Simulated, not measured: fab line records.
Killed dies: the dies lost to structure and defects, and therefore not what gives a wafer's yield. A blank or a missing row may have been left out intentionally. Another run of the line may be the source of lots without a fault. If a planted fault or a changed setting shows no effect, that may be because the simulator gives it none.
8D (eight disciplines) problem report, filled in by code	flow sky130	the parts of the form that need people (team, actions taken, sign-off) are left out

== 1. WHAT IS WRONG ==
At SKY_VT_ADJUST_NCORE_CD_MEAS_07, cd_nm averages 398.7 nm over 6 wafers from 2 lots, while fault-free wafers read 381.5 nm, standard deviation 2.5. That puts it +6.9 standard deviations away from the usual mean.
The step: target cd 380 nm.
First observed at day 12 04:21: wafer L203.3, on cd_sem-02. The record holds 36 wafers of 12 lots with a number at this step. The rule behind "out" and "out of limits": a value lying over 4 standard deviations away from the usual mean. Any other wafer with a number is counted as sound.

== 2. WHAT IT IS, WHAT IT ISN'T ==
question	is	is not
which readings at this step	cd_nm	-
which lots	L203, L204	L191, L193, L198, L199, L201, L206, L207, L211, L213, L214
which wafers of those lots	all that have a number	-
read on which gauges	cd_sem-02	cd_sem-01
when	from day 12 04:21	up to then (15 sound wafers); but 15 sound wafers of L206, L207, L211, L213, L214 came after

== 3. THE SUSPECTS, EACH WITH WHAT RULES IT OUT ==
Counting: any tool at a process step up to the reading is kept as a suspect provided that every lot that is out went through it and no sound lot did after the first of them.
- the gauge at SKY_VT_ADJUST_NCORE_CD_MEAS_07: kept. All the wafers that are out were read on cd_sem-02, and no step on other tools shows them out.
- litho_track-01 at SKY_VT_ADJUST_NCORE_DEVELOP_06 (develop time 60 s): kept. Every lot that is out went through it, starting with L203 (day 12 04:13), and after that it ran no sound lot; the last sound lot it ran before then is L199 (day 11 17:20).
Left after counting: litho_track-01 at SKY_VT_ADJUST_NCORE_DEVELOP_06, cd_sem-02 at SKY_VT_ADJUST_NCORE_CD_MEAS_07.

== 4. THE CAUSE (what the simulator had put in) ==
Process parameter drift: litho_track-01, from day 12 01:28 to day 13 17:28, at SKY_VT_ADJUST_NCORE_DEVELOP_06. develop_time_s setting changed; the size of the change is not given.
This tool is one of the 2 suspects left after counting.

== 5. THE EFFECT CHAIN, in route order ==
Rows list readings where the struck wafers' mean (over those with a number) sits beyond 3 standard deviations from the usual. Only readings whose record carries a usual standard deviation are examined. hours: median over the lots of the time between each lot's start at the first step of this table that gives one and its start at this step. sigmas: the change, counted in usual standard deviations.
hours	step	reading	usual	on struck wafers	change	sigmas
0	SKY_VT_ADJUST_NCORE_CD_MEAS_07	cd_nm	381.5 nm	398.7	+17.2	+6.9
Later measuring or inspecting steps at which every struck wafer that the step has a row for has a number for every such reading, and none has moved that far: SKY_VT_ADJUST_NCORE_TW_MEAS_11.

== 6. HOW IT WOULD HAVE BEEN CAUGHT EARLIER ==
3 hours passed between the start of the fault at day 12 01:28 and the first reading out of limits at a measuring or inspecting step in this record, taken at day 12 04:21.
Of the tool readings at SKY_VT_ADJUST_NCORE_DEVELOP_06 for which the record gives a usual standard deviation, none was out on any struck wafer, so an alarm limit of 4 standard deviations on them would not have fired.
Of the lots that are out (2), L204 began SKY_VT_ADJUST_NCORE_DEVELOP_06 on litho_track-01 after day 12 04:21. Had the tool been put on hold then, it would have been spared.
